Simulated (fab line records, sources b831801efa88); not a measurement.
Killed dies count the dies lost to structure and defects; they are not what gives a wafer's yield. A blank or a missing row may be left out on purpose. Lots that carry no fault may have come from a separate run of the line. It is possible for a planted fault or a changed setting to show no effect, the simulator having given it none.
2 desks, one fault || flow sky130 || only its own numbers are on each desk; what lay behind them is given at the end

## DESK OF THE TOOL OWNER: pvd sputter-04
The tool's own readings at SKY_METAL4_SPUTTER_03 (material Ti, target thk 5 nm, time 3.3 s): means of the sampled wafers that have a number, for each lot that ran on this tool. If a lot's mean is further than 4 standard deviations from the usual mean, the lot is out of limits and carries the mark OUT (the distance appears in the brackets).
Columns: A = cathode dc power W at SKY_METAL4_SPUTTER_03, usual 3000.1 W; B = throttle valve pct at SKY_METAL4_SPUTTER_03, usual 29.9 %
{"lot": "L986", "first seen here": "day 41 20:14", "A": 3000.3, "B": 30.0}
{"lot": "L990", "first seen here": "day 42 15:32", "A": "3140.1 (+99 or more) OUT", "B": 30.8}
{"lot": "L992", "first seen here": "day 43 01:25", "A": "3140.2 (+99 or more) OUT", "B": 31.3}
This desk finds L990, L992 out of limits, L990 being first, at day 42 15:32 (cathode dc power W at SKY_METAL4_SPUTTER_03). L986: within limits.

## METROLOGY DESK
Lot by lot, what the gauges showed, no matter which tool ran the lot: averages of those sampled wafers that carry a number. If a lot's mean is further than 4 standard deviations from the usual mean, the lot is out of limits and carries the mark OUT (the distance appears in the brackets).
Columns: A = VIA3_W_RS at SKY_VIA3_RS_MEAS_22, usual 0.294 ohm/sq; B = VIA3_W_THK at SKY_VIA3_THK_MEAS_23, usual 404 nm
{"lot": "L982", "first seen here": "day 40 03:56", "A": 0.290, "B": 410}
{"lot": "L986", "first seen here": "day 41 19:41", "A": 0.294, "B": 396}
{"lot": "L990", "first seen here": "day 42 15:01", "A": 0.296, "B": 405}
{"lot": "L992", "first seen here": "day 43 00:47", "A": 0.297, "B": 406}
{"lot": "L999", "first seen here": "day 45 01:59", "A": 0.293, "B": 406}
{"lot": "L100", "first seen here": "day 45 04:05", "A": 0.294, "B": 403}
This desk's finding: nothing out of limits on any of the 6 lots.

## PUT TOGETHER
The tool owner's desk could have raised an alarm at day 42 15:32, on L990, L992.
From the metrology desk's view, nothing was out of limits.
The metrology desk has L990, L992 on record, within its limits.
Every lot named ran SKY_METAL4_SPUTTER_03 on pvd sputter-04.

## WHAT THE SIMULATOR HAD PUT IN
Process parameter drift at SKY_METAL4_SPUTTER_03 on pvd sputter-04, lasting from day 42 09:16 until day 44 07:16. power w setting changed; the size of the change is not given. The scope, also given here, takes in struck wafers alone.
Lots struck among those shown: L990, L992.
Hours from the fault's start to each desk's first reading out of limits: the tool owner's desk, 6.
